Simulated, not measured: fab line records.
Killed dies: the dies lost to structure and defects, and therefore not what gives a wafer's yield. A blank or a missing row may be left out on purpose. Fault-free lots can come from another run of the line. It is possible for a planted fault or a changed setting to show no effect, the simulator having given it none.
fab line records | flow sky130
record: lots: 15 | wafers: 44 | lastDay: 50
route steps=708 shown SONOS_ONO@171 VIA4@660 PAD_OPEN@708
lots with no fault: from the same line, run without faults
startH: start of the lot's first displayed wafer, in hours after the record's first day | waitH: hours from the lot's prior step to this one | " as in the row above | L1.1+2: one row covering several wafers at once | - no value, or no start given | * or withheld: withheld | < > ~ a bound
route shown NAME@n: names a module that has steps shown in the file, with the first one's number in the route | usual: mean/standard deviation of fault-free wafers | same: alike in all rows | chamber/n: place in a boat | sites: each site's reading | _std_site: their standard deviation | _edge_site: outer sites' mean less inner sites' | radiusMm: how far each site lies from the wafer's centre | mask NAME#n: copy n | behind: the most recent tool/chamber to have shaped the wafer | hold: reason for holding the lot/hours on hold/outcome of the hold | device: which transistor (n, p or np) failed to switch | end of line: the tests these same wafers got at the end of their route | where a step has no rows: the recipe by itself | killed: at the first sort, the dies lost to defects and structure; wafer yield is something else | map: shows each die of a wafer: x if killed, . if not, _ if none is there
set.NAME: the setting the step ran with; set.NAME@STEP: the setting that earlier step ran with | model.NAME: the simulator's own value behind a step, which no gauge read
route steps across a sampled set of lots; one table per step, one row per wafer
services: from which hour (startH, from the record's first day; less than 0 if before it) a tool's chamber was out of use, for how many hours, and why
== steps ==
step: SKY_SONOS_ONO_THK_MEAS_03
recipe: reads: Si3N4_of_SONOS_ONO_CVD_02
usual: SONOS_ONO_CVD_02_THK: 10.44/0.15
lot.wafer | tool         | chamber | startH | waitH | SONOS_ONO_CVD_02_THK[nm]
L157.1    | filmMetro-04 | -       | 272.45 | 0.0   | 10.20
L157.2    | "            | -       | "      | "     | 10.28
L157.5    | "            | -       | "      | "     | 10.30
L158.2    | filmMetro-02 | -       | 276.65 | 0.0   | 10.51
L158.4    | "            | -       | "      | "     | 10.57
L158.5    | "            | -       | "      | "     | 10.51
L159.2    | filmMetro-02 | -       | 284.79 | 0.0   | 10.53
L159.3    | "            | -       | "      | "     | 10.48
L159.5    | "            | -       | "      | "     | 10.70
L160.2    | filmMetro-02 | -       | 311.92 | 0.0   | 10.28
L160.3    | "            | -       | "      | "     | 10.27
L160.5    | "            | -       | "      | "     | 10.27
L162.1    | filmMetro-04 | -       | 312.96 | 0.0   | 10.57
L162.4    | "            | -       | "      | "     | 10.59
L162.5    | "            | -       | "      | "     | 10.71
L161.4    | filmMetro-04 | -       | 315.83 | 0.0   | 10.47
L161.5    | "            | -       | "      | "     | 10.63
L161.6    | "            | -       | "      | "     | 10.62
L164.2    | filmMetro-01 | -       | 325.90 | 0.0   | 10.49
L164.3    | "            | -       | "      | "     | 10.38
L164.6    | "            | -       | "      | "     | 10.43
L165.3    | filmMetro-01 | -       | 330.31 | 0.0   | 10.20
L165.4    | "            | -       | "      | "     | 10.24
L165.5    | "            | -       | "      | "     | 10.14
L166.1    | filmMetro-02 | -       | 332.55 | 0.0   | 10.41
L166.4    | "            | -       | "      | "     | 10.45
L166.5    | "            | -       | "      | "     | 10.41
L168.2    | filmMetro-01 | -       | 352.38 | 0.0   | 10.37
L168.3    | "            | -       | "      | "     | 10.42
L168.5    | "            | -       | "      | "     | 10.39
L174.1    | filmMetro-01 | -       | 409.00 | 0.0   | 10.51
L174.2    | "            | -       | "      | "     | 10.51
L174.6    | "            | -       | "      | "     | 10.45
L175.1    | filmMetro-01 | -       | 409.06 | 0.1   | 10.47
L175.3    | "            | -       | "      | "     | 10.55
L177.2    | filmMetro-02 | -       | 431.80 | 0.0   | 10.48
L177.4    | "            | -       | "      | "     | 10.48
L177.5    | "            | -       | "      | "     | 10.51
L178.1    | filmMetro-02 | -       | 436.30 | 0.0   | 10.35
L178.3    | "            | -       | "      | "     | 10.43
L178.4    | "            | -       | "      | "     | 10.34
L179.2    | filmMetro-01 | -       | 442.45 | 0.0   | 10.46
L179.3    | "            | -       | "      | "     | 10.49
L179.4    | "            | -       | "      | "     | 10.25
step: SKY_VIA4_CMP_21
recipe: stopOn: SiO2 | tOverpolishS: 25 | downForcePsi: 3.5 | platenRpm: 60 | targetThkNm: 0 | padVelocityMS: 0.94248
usual: motorCurrentA: 10.4/1.1 | overpolishRunS: 24.999/0.009 | timeToEndpointS: 122/4.3
lot.wafer | tool   | chamber | startH  | waitH | motorCurrentA | overpolishRunS | timeToEndpointS
L157.2    | cmp-01 | 2       | 1024.09 | 0.0   | 10.0          | 24.985         | 123
L157.1    | "      | 1       | "       | "     | 10.4          | 24.981         | 119
L157.5    | "      | 3       | "       | "     | 10.7          | 25.002         | 115
L158.2    | cmp-01 | 3       | 1029.05 | 0.1   | 10.8          | 25.007         | 116
L158.4    | "      | 0       | "       | "     | 11.8          | 24.991         | 125
L158.5    | "      | 2       | "       | "     | 9.5           | 25.011         | 123
L159.2    | cmp-01 | 2       | 1034.63 | 0.1   | 9.5           | 24.996         | 127
L159.3    | "      | 0       | "       | "     | 12.2          | 25.002         | 129
L159.5    | "      | 2       | "       | "     | 9.6           | 24.997         | 124
L160.2    | cmp-02 | 2       | 1057.94 | 0.0   | 9.3           | 25.009         | 119
L160.3    | "      | 1       | "       | "     | 11.3          | 24.997         | 121
L160.5    | "      | 3       | "       | "     | 10.0          | 24.996         | 125
L162.4    | cmp-02 | 2       | 1059.00 | 0.0   | 8.7           | 25.013         | 123
L162.1    | "      | 3       | "       | "     | 9.3           | 24.984         | 125
L162.5    | "      | 2       | "       | "     | 8.7           | 25.001         | 117
L161.4    | cmp-02 | 2       | 1060.71 | 0.6   | 8.5           | 24.992         | 122
L161.5    | "      | 0       | "       | "     | 11.9          | 25.000         | 121
L161.6    | "      | 1       | "       | "     | 11.2          | 25.002         | 117
L164.3    | cmp-01 | 0       | 1068.15 | 0.0   | 11.9          | 24.985         | 127
L164.2    | "      | 2       | "       | "     | 9.3           | 24.997         | 126
L164.6    | "      | 1       | "       | "     | 10.8          | 25.002         | 120
L166.1    | cmp-02 | 2       | 1074.86 | 0.2   | 9.0           | 24.993         | 122
L166.4    | "      | 3       | "       | "     | 9.3           | 25.014         | 125
L166.5    | "      | 2       | "       | "     | 8.3           | 24.989         | 120
L165.3    | cmp-02 | 3       | 1076.26 | 0.1   | 9.6           | 24.996         | 126
L165.4    | "      | 1       | "       | "     | 10.8          | 25.006         | 124
L165.5    | "      | 2       | "       | "     | 8.9           | 25.002         | 118
L168.2    | cmp-01 | 1       | 1090.53 | 0.0   | 11.2          | 24.998         | 119
L168.3    | "      | 0       | "       | "     | 11.8          | 25.008         | 126
L168.5    | "      | 2       | "       | "     | 9.0           | 25.004         | 122
L174.1    | cmp-01 | 1       | 1128.46 | 0.1   | 11.1          | 25.002         | 124
L174.2    | "      | 2       | "       | "     | 9.5           | 0.031          | 192
L174.6    | "      | 0       | "       | "     | 12.1          | 24.990         | 127
L175.1    | cmp-01 | 1       | 1131.41 | 0.2   | 10.9          | 24.991         | 121
L175.3    | "      | 2       | "       | "     | 8.9           | 0.033          | 190
L177.2    | cmp-01 | 3       | 1148.91 | 0.0   | 10.3          | 0.045          | 194
L177.4    | "      | 0       | "       | "     | 12.3          | 24.994         | 119
L177.5    | "      | 3       | "       | "     | 10.7          | 25.003         | 115
L178.1    | cmp-02 | 2       | 1149.14 | 0.1   | 8.8           | 25.002         | 121
L178.4    | "      | 3       | "       | "     | 9.9           | 24.999         | 128
L178.3    | "      | 0       | "       | "     | 11.4          | 25.001         | 126
L179.3    | cmp-02 | 3       | 1149.91 | 0.0   | 9.9           | 25.002         | 122
L179.4    | "      | 0       | "       | "     | 11.5          | 25.010         | 124
L179.2    | "      | 1       | "       | "     | 11.8          | 24.995         | 121
step: SKY_PAD_OPEN_PROBE_99
usual: defectLimitedYield: 82.6/1.8 | killed_at_M0_to_M3: 43/6.6 | killed_at_M4_up: 2.9/1.6 | killedAtContacts: 24/4.9 | killedAtFrontEnd: 15/4.5 | killedAtOther: 0.2/0.45 | killedDies: 86/8.8 | killedOnRim: 16/4.2 | killedOpen: 48/6.4 | killedShort: 38/5.6 | sort_bin_3_pad_short: 0.8/0.38 | sort_bin_5_function: 10.2/1.4 | sort_bin_6_memory: 6.4/1.1 | sortNPass: 406/8.8 | sortYieldPct: 82.6/1.8
same: grossDies: 492 | killedAtBackSide: 0 | sort_bin_4_leakage[%]: 0 | sort_bin_8_speed[%]: 0
lot.wafer | tool      | chamber | startH  | waitH | defectLimitedYield[%] | killed_at_M0_to_M3 | killed_at_M4_up | killedAtContacts | killedAtFrontEnd | killedAtOther | killedDies | killedOnRim | killedOpen | killedShort | sort_bin_3_pad_short[%] | sort_bin_5_function[%] | sort_bin_6_memory[%] | sortNPass | sortYieldPct[%]
L166.1    | prober-02 | -       | 1140.03 | 0.1   | 82.7                  | 39                 | 5               | 25               | 16               | 0             | 85         | 19          | 50         | 35          | 1.0                     | 11.2                   | 5.1                  | 407       | 82.7
L174.1    | prober-02 | -       | 1186.13 | 0.1   | 82.7                  | 45                 | 3               | 22               | 15               | 0             | 85         | 18          | 41         | 44          | 2.0                     | 8.9                    | 6.3                  | 407       | 82.7
L174.2    | prober-02 | -       | 1186.18 | 0.1   | 0                     | 50                 | 405             | 19               | 17               | 1             | 492        | 96          | 49         | 44          | 81.7                    | 12.8                   | 5.5                  | 0         | 0
L174.6    | prober-02 | -       | 1186.38 | 0.2   | 82.3                  | 42                 | 3               | 25               | 17               | 0             | 87         | 13          | 46         | 41          | 0.4                     | 11.0                   | 6.3                  | 405       | 82.3
L175.1    | prober-01 | -       | 1188.24 | 0.1   | 81.7                  | 35                 | 4               | 25               | 26               | 0             | 90         | 16          | 56         | 34          | 1.2                     | 10.8                   | 6.3                  | 402       | 81.7
L175.3    | prober-01 | -       | 1188.34 | 0.2   | 0                     | 38                 | 402             | 23               | 29               | 0             | 492        | 96          | 54         | 38          | 81.7                    | 11.8                   | 6.5                  | 0         | 0
L177.2    | prober-01 | -       | 1202.89 | 0.1   | 0                     | 29                 | 430             | 26               | 7                | 0             | 492        | 96          | 40         | 27          | 86.6                    | 8.1                    | 5.3                  | 0         | 0
L177.4    | prober-01 | -       | 1202.99 | 0.2   | 82.3                  | 39                 | 2               | 33               | 13               | 0             | 87         | 16          | 45         | 42          | 0.8                     | 10.8                   | 6.1                  | 405       | 82.3
L177.5    | prober-01 | -       | 1203.04 | 0.2   | 84.1                  | 40                 | 5               | 29               | 4                | 0             | 78         | 13          | 41         | 37          | 0.6                     | 8.5                    | 6.7                  | 414       | 84.1
killed by level:class
L166.1 CONTACT:geometricParticle:open=10 VIA3:geometricParticle:open=10 VIA1:geometricParticle:open=10 LI_CONTACT:geometricParticle:open=6 FIELD_ISO:geometricParticle:open=5 METAL4:geometricParticle:short=4 METAL2:geometricParticle:short=4 LOCAL_INTERCONNECT:geometricParticle:short=4
L174.1 VIA1:geometricParticle:open=12 CONTACT:geometricParticle:open=6 VIA3:geometricParticle:open=6 METAL1:geometricParticle:short=5 FIELD_ISO:geometricParticle:short=5 LI_CONTACT:geometricParticle:open=5 VIA1:geometricParticle:short=5 LI_CONTACT:geometricParticle:short=4
L174.2 VIA4:areaCmp=399 VIA1:geometricParticle:open=9 CONTACT:geometricParticle:open=8 VIA2:geometricParticle:open=8 METAL2:geometricParticle:short=7 LI_CONTACT:geometricParticle:open=6 VIA1:geometricParticle:short=5 VIA3:geometricParticle:short=5
L174.6 VIA1:geometricParticle:open=9 CONTACT:geometricParticle:open=8 VIA2:geometricParticle:open=8 FIELD_ISO:geometricParticle:short=7 CONTACT:geometricParticle:short=6 VIA1:geometricParticle:short=6 VIA3:geometricParticle:open=6 LI_CONTACT:geometricParticle:open=4
L175.1 CONTACT:geometricParticle:open=11 VIA1:geometricParticle:open=10 POLY_GATE:geometricParticle:open=7 FIELD_ISO:geometricParticle:short=6 VIA2:geometricParticle:open=6 FIELD_ISO:geometricParticle:open=5 CONTACT:geometricParticle:short=5 METAL2:geometricParticle:short=5
L175.3 VIA4:areaCmp=400 VIA1:geometricParticle:open=10 LI_CONTACT:geometricParticle:open=9 FIELD_ISO:geometricParticle:open=8 FIELD_ISO:geometricParticle:short=8 POLY_GATE:geometricParticle:short=6 CONTACT:geometricParticle:open=6 METAL1:geometricParticle:short=6
L177.2 VIA4:areaCmp=425 LI_CONTACT:geometricParticle:open=9 CONTACT:geometricParticle:open=7 VIA2:geometricParticle:open=5 VIA3:geometricParticle:open=5 LOCAL_INTERCONNECT:geometricParticle:short=4 METAL4:geometricParticle:short=4 VIA1:geometricParticle:short=4
L177.4 CONTACT:geometricParticle:open=10 CONTACT:geometricParticle:short=9 VIA1:geometricParticle:open=9 VIA1:geometricParticle:short=7 METAL1:geometricParticle:short=6 VIA2:geometricParticle:open=6 VIA3:geometricParticle:open=6 LI_CONTACT:geometricParticle:open=5
L177.5 CONTACT:geometricParticle:open=14 VIA1:geometricParticle:open=8 METAL2:geometricParticle:short=8 CONTACT:geometricParticle:short=6 VIA2:geometricParticle:open=5 METAL4:geometricParticle:short=5 LI_CONTACT:geometricParticle:open=4 METAL1:geometricParticle:short=4
== services ==
tool   | chamber | startH  | hours | kind
cmp-01 | -       | 1006.59 | 10.6  | repair
cmp-02 | -       | 1039.99 | 4.5   | pm
cmp-01 | -       | 1058.55 | 3.5   | repair
cmp-01 | -       | 1082.43 | 1.5   | repair
cmp-01 | -       | 1084.00 | 4.0   | pm
cmp-01 | -       | 1088.00 | -     | consumableReplace:conditioner
cmp-01 | -       | 1088.00 | -     | consumableReplace:pad
cmp-02 | -       | 1091.49 | 2.3   | repair
cmp-01 | -       | 1100.36 | 1.1   | repair
cmp-02 | -       | 1112.44 | 1.4   | repair
cmp-02 | -       | 1131.37 | 0.8   | repair
cmp-01 | -       | 1135.01 | 4.1   | pm
== key ==
firstSign: step: SKY_VIA4_CMP_21 | reading: overpolishRunS | direction: down | sigmas: 99+ | usual: 24.999 | struck: 0.037
effect: step: SKY_VIA4_CMP_21 | reading: timeToEndpointS | direction: up | sigmas: 16 | usual: * | struck: *
effect: step: SKY_PAD_OPEN_PROBE_99 | reading: killed_at_M4_up | direction: up | sigmas: 99+ | usual: 2.9 | struck: 412.3
moreKillsBornAt: SKY_VIA4_CMP_21@cmp-01: 1224
metAt SKY_VIA4_CMP_21
struckLots L174,L175,L177
struckWafers L174.2,L175.3,L177.2
laterRowsLeftOut L174.2,L175.3,L177.2
notActingAt SKY_SONOS_ONO_THK_MEAS_03
onsetBetween 1090.53 1128.46
fault: kind: processParameterDrift | tool: cmp-01 | chamber: - | onsetH: 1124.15 | steps: SKY_VIA4_CMP_21 | channel: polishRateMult | offset: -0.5 | shape: step | endH: 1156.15 | scope: struckWafersOnly
laterRowsLeftOut: the simulator's readings of these wafers behind a module that went badly wrong aren't trusted and aren't shown, but for the sort
